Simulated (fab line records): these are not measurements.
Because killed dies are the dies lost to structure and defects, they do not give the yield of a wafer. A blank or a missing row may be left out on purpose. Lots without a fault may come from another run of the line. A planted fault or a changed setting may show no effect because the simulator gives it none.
Which tool was responsible?	flow sky130	13 lots with 39 wafers sampled at 4 steps, on a route of 708 steps

== WHAT EACH GAUGE READ, for each wafer ==
SKY_METAL5_THK_MEAS_06: measures by xrf. Usual: for METAL5_ALCU_THK the level is 1152 nm and the standard deviation is 11.
lot	measured	on	METAL5_ALCU_THK (nm)	flag
L163	day 43 18:10	film metro-01	1178 1167 1157	
L164	day 43 10:46	film metro-01	1170 1156 1140	
L165	day 43 19:20	film metro-01	1152 1151 1154	
L166	day 43 20:42	film metro-04	1142 1160 1144	
L167	day 44 08:24	film metro-02	1145 1136 1123	
L168	day 44 17:40	film metro-01	1150 1141 1143	
L169	day 45 00:59	film metro-04	1138 1131 1126	
L174	day 46 14:08	film metro-04	1149 1147 1154	
L175	day 46 13:34	film metro-04	1159 1167 1170	
L176	day 46 21:04	film metro-02	1141 1141 1143	
L177	day 46 23:19	film metro-04	1149 1130 1139	
L178	day 47 07:02	film metro-01	1149 1168 1167	
L179	day 47 19:13	film metro-02	1161 1180 1164	

== WHICH TOOL RAN EACH LOT (tool, then ch and the chambers of the sampled wafers, then the start) ==
lot	SKY_FIELD_ISO_OXIDATION_01	SKY_VIA3_STRIP_16	SKY_METAL4_SPUTTER_04
L163	furnace-01 ch 0, day 1 15:07	plasma asher-02 ch 0,1, day 40 13:17	pvd sputter-03, day 40 14:39
L164	furnace-02 ch 0, day 1 20:39	plasma asher-02 ch 0,1, day 40 05:53	pvd sputter-04, day 40 07:14
L165	furnace-01 ch 0, day 2 03:34	plasma asher-03 ch 0, day 40 15:38	pvd sputter-03, day 40 17:01
L166	furnace-02 ch 0, day 2 06:50	plasma asher-02 ch 0,1, day 40 15:44	pvd sputter-02, day 40 17:08
L167	furnace-02 ch 0, day 2 13:48	plasma asher-04 ch 0,1, day 41 05:23	pvd sputter-04, day 41 06:47
L168	furnace-02 ch 0, day 2 20:52	plasma asher-04 ch 0, day 41 15:50	pvd sputter-04, day 41 17:11
L169	furnace-02 ch 0, day 3 00:58	plasma asher-03 ch 0,1, day 41 22:14	pvd sputter-03, day 41 23:37
L174	furnace-01 ch 0, day 3 22:22	plasma asher-04 ch 0,1, day 43 15:38	pvd sputter-02, day 43 17:05
L175	furnace-02 ch 0, day 4 05:03	plasma asher-03 ch 0,1, day 43 15:11	pvd sputter-04, day 43 16:32
L176	furnace-01 ch 0, day 4 10:50	plasma asher-04 ch 0,1, day 43 22:38	pvd sputter-03, day 44 00:00
L177	furnace-02 ch 0, day 4 13:40	plasma asher-03 ch 0,1, day 44 01:12	pvd sputter-04, day 44 02:34
L178	furnace-02 ch 0, day 4 19:37	plasma asher-03 ch 0, day 44 11:38	pvd sputter-02, day 44 13:02
L179	furnace-01 ch 0, day 5 00:35	plasma asher-04 ch 0,1, day 44 22:51	pvd sputter-02, day 45 00:15
- SKY_FIELD_ISO_OXIDATION_01: stabilise 600 s, purge 300 s, target thk 12 nm.
- SKY_VIA3_STRIP_16: strips in O2/N2.
- SKY_METAL4_SPUTTER_04: material TiN, target thk 70 nm, time 58.3 s.

== AS READ BY THE TOOLS THEMSELVES (means over the sampled wafers that have a number; for cases with no such wafer, the mark the record gives instead) ==
SKY_FIELD_ISO_OXIDATION_01. Usual: zone power top pct 32.4 %, standard deviation 0.35; zone power upper pct 17.1 %, standard deviation 1.1.
lot	tool	zone power top pct (%)	zone power upper pct (%)	flag
L163	furnace-01	32.1	15.2	
L164	furnace-02	32.2	17.9	
L165	furnace-01	32.1	15.3	
L166	furnace-02	32.7	17.7	
L167	furnace-02	32.0	17.8	
L168	furnace-02	32.5	17.9	
L169	furnace-02	32.6	18.0	
L174	furnace-01	31.9	15.4	
L175	furnace-02	32.3	17.7	
L176	furnace-01	32.0	15.3	
L177	furnace-02	32.5	18.1	
L178	furnace-02	32.6	17.8	
L179	furnace-01	32.1	15.3	

SKY_VIA3_STRIP_16. Usual: drypump motor current A 5.8 A, standard deviation 0.48; oes product au 0.402 a.u., standard deviation 0.0048; strip time to endpoint s 4.131 s, standard deviation 0.028.
lot	tool	drypump motor current A (A)	oes product au (a.u.)	strip time to endpoint s (s)	flag
L163	plasma asher-02	5.7	0.403	4.158	
L164	plasma asher-02	5.7	0.402	4.129	
L165	plasma asher-03	6.5	0.401	4.146	
L166	plasma asher-02	5.6	0.404	4.154	
L167	plasma asher-04	5.3	0.395	4.131	
L168	plasma asher-04	5.8	0.403	4.152	
L169	plasma asher-03	6.2	0.403	4.125	
L174	plasma asher-04	5.3	0.403	4.122	
L175	plasma asher-03	6.2	0.404	4.101	
L176	plasma asher-04	5.3	0.397	4.119	
L177	plasma asher-03	5.9	0.404	4.163	
L178	plasma asher-03	6.5	0.402	4.114	
L179	plasma asher-04	5.3	0.400	4.127	

SKY_METAL4_SPUTTER_04. Usual: throttle valve pct reads 30.3 % (standard deviation 0.8).
lot	tool	throttle valve pct (%)	flag
L163	pvd sputter-03	29.8	
L164	pvd sputter-04	30.1	
L165	pvd sputter-03	29.8	
L166	pvd sputter-02	30.8	
L167	pvd sputter-04	30.6	
L168	pvd sputter-04	30.0	
L169	pvd sputter-03	29.8	
L174	pvd sputter-02	30.2	
L175	pvd sputter-04	30.0	
L176	pvd sputter-03	30.3	
L177	pvd sputter-04	29.9	
L178	pvd sputter-02	30.8	
L179	pvd sputter-02	30.7	

== THE ANSWER, worked out from the rows above alone ==
Rule: a lot is off if the mean of its wafers that have a number lies more than 3 standard deviations from the usual mean. Also off: a lot with no number at a reading for which 4 or more lots have one. Any other lot the step has rows for is counted as sound. Order of review: gauges by route order, followed by the tools' own readings, for which a lot's mean as printed above is used. At the first step where some lot is off, the reading lying furthest off is the one used; lots without a number count as furthest.
Across all readings shown, no lot is off: no conclusion can be drawn from this.

== WHAT THE SIMULATOR HAD INSERTED ==
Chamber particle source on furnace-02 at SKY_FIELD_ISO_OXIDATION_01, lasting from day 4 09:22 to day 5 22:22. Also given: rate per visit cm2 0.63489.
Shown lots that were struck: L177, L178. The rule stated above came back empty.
